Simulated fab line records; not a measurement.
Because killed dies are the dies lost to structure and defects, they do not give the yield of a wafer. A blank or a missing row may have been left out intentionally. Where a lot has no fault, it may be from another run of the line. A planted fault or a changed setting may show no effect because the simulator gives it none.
8D (eight disciplines) problem report, filled in by code :: flow sky130 :: the parts of the form that need people (team, actions taken, sign-off) are left out

== 1. PROBLEM STATEMENT ==
At SKY_SONOS_ONO_SOFTBAKE_09, heater-power-total-W averages 58.56 W over 6 wafers from 2 lots, while fault-free wafers read 56.60 W, standard deviation 0.043. That puts it +46 standard deviations away from the usual mean.
The step: time 60 s.
First seen on wafer L543.2, day 13 14:11, on litho-track-03. Wafers with a number at this step in the record: 18, from 6 lots. By rule, "out" or "out of limits" means more than 4 standard deviations away from the usual mean. The other wafers with a number count as sound.

== 2. WHAT THIS IS AND IS NOT ==
question: which readings at this step
is: heater-power-total-W, plate-temp-C
is not: -

question: which lots
is: L543, L544
is not: L540, L558, L559, L561

question: which wafers of those lots
is: all that have a number
is not: -

question: read on which tools
is: litho-track-03
is not: -

question: when
is: from day 13 14:11
is not: up to then (3 sound wafers); but 9 sound wafers of L558, L559, L561 came after

== 3. SUSPECTS, AND WHAT RULES EACH OUT ==
Counting: a tool at any process step up to the reading remains a suspect when it ran all the lots that are out and ran no sound lot after the first of those.
- litho-track-03 at SKY_SONOS_ONO_SOFTBAKE_09 (time 60 s): ruled out as a lasting fault. After its first lot that is out, L543 (day 13 14:11), sound lots L558, L559, L561 ran on it.
Left after counting: nothing in the record.

== 4. THE CAUSE (what the simulator had put in) ==
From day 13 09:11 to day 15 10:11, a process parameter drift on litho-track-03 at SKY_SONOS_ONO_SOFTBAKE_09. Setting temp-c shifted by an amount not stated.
Counting ruled it out, wrongly.

== 5. THE CHAIN OF EFFECTS, in route order ==
Rows list readings where the struck wafers' mean (over those with a number) sits beyond 3 standard deviations from the usual. Only readings whose record carries a usual standard deviation are examined. hours: median over the lots of the time between each lot's start at the first step of this table that gives one and its start at this step. sigmas: the change, counted in usual standard deviations.
hours: 0
step: SKY_SONOS_ONO_SOFTBAKE_09
reading: heater-power-total-W
usual: 56.60 W
on struck wafers: 58.56
change: +1.96
sigmas: +46

hours: 0
step: SKY_SONOS_ONO_SOFTBAKE_09
reading: plate-temp-C
usual: 90.01 C
on struck wafers: 92.21
change: +2.20
sigmas: +20
It contains these process steps:
- SKY_SONOS_ONO_SOFTBAKE_09: time 60 s.
At these later measuring or inspecting steps, every struck wafer for which the step has a row has a number for every such reading, and none has moved that far: SKY_SONOS_ONO_CD_MEAS_13, SKY_SONOS_ONO_OVL_MEAS_14.

== 6. WHAT WOULD HAVE CAUGHT IT SOONER ==
The fault began at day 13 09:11; the first out-of-limits reading in this record came at day 13 14:11, 5 hours later.
